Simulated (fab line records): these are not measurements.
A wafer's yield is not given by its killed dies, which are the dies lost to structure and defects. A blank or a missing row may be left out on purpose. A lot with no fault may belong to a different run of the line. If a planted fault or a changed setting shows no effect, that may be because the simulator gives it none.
What tool caused it? | flow sfq line | 14 lots, 42 wafers sampled, at 1 step of a route of 325

== WHAT THE GAUGES SHOWED, per wafer ==
No reading from a measuring or inspecting step in the record can be judged against a usual standard deviation.

== TOOL THAT RAN EACH LOT (tool first, then ch and the chambers of the sampled wafers, then the start) ==
lot  | SFQ_TRILAYER_I1_CMP_CMP_046
L524 | cmp-01 ch 0,3, day 26 19:51
L525 | cmp-02 ch 1,2,3, day 27 06:13
L526 | cmp-01 ch 0,3, day 27 09:03
L527 | cmp-02 ch 1,2,3, day 27 09:13
L528 | cmp-01 ch 0,1,2, day 27 14:33
L529 | cmp-01 ch 0,2,3, day 27 20:33
L531 | cmp-02 ch 0,1, day 27 23:43
L533 | cmp-02 ch 0,1,3, day 28 08:43
L537 | cmp-02 ch 0,1,3, day 30 14:10
L538 | cmp-02 ch 0,3, day 30 23:46
L541 | cmp-01 ch 0,1,2, day 32 03:55
L543 | cmp-01 ch 0,2,3, day 33 01:01
L545 | cmp-01 ch 0,1, day 34 04:01
L546 | cmp-02 ch 0,3, day 34 18:36
- SFQ_TRILAYER_I1_CMP_CMP_046: polishes SiO2.

== WHAT THE TOOLS THEMSELVES READ (means of the sampled wafers that have a number; where no wafer has one, the mark that the record gives instead) ==
SFQ_TRILAYER_I1_CMP_CMP_046.
lot  | tool   | motor current A (A) | platen rpm (rpm) | retaining ring pressure frac | time to endpoint s (s)
L524 | cmp-01 | 11.8                | 60.01            | 1.002                        | 211
L525 | cmp-02 | 10.3                | 60.03            | 0.999                        | 219
L526 | cmp-01 | 11.7                | 59.95            | 1.003                        | 219
L527 | cmp-02 | 10.5                | 60.03            | 1.006                        | 208
L528 | cmp-01 | 10.3                | 60.00            | 1.003                        | 227
L529 | cmp-01 | 11.4                | 60.00            | 1.003                        | 218
L531 | cmp-02 | 10.5                | 59.99            | 1.002                        | 217
L533 | cmp-02 | 10.7                | 60.03            | 1.001                        | 221
L537 | cmp-02 | 10.8                | 66.03            | 1.000                        | 204
L538 | cmp-02 | 11.0                | 65.96            | 1.000                        | 209
L541 | cmp-01 | 10.4                | 60.04            | 0.997                        | 227
L543 | cmp-01 | 11.1                | 59.99            | 1.005                        | 212
L545 | cmp-01 | 10.8                | 60.02            | 1.000                        | 222
L546 | cmp-02 | 11.0                | 60.00            | 0.996                        | 220

== THE ANSWER, worked out from the rows above alone ==
Rule: the usual values come from the lots themselves. The widest of any qualifying gaps counts: lots, ordered by their means at a reading, are off when they make up no more than a third of the lots, leave a main group of 4 or more, and stand apart from it by 3 or more times the standard deviation of that group's means. A main group whose means are all the same, to the digits that the tables above print for the reading, isn't used. A lot without any number at a reading at which 4 lots or more have one is off too. The other lots that the step has rows for count as sound. After the gauges, taken in route order, come the tools' own readings; for these a lot's mean is taken, as printed above. At the first step where some lot is off, the reading lying furthest off is the one used; lots without a number count as furthest.
Off at SFQ_TRILAYER_I1_CMP_CMP_046 (platen rpm): L537, L538. The main group: mean 60.01 rpm, standard deviation 0.024.
If a tool, at that step or one of the process steps before it, ran each lot that is off and ran no sound lot following the first of them, it fits. Not one of the candidates tried fits.

== WHAT THE SIMULATOR HAD PUT IN ==
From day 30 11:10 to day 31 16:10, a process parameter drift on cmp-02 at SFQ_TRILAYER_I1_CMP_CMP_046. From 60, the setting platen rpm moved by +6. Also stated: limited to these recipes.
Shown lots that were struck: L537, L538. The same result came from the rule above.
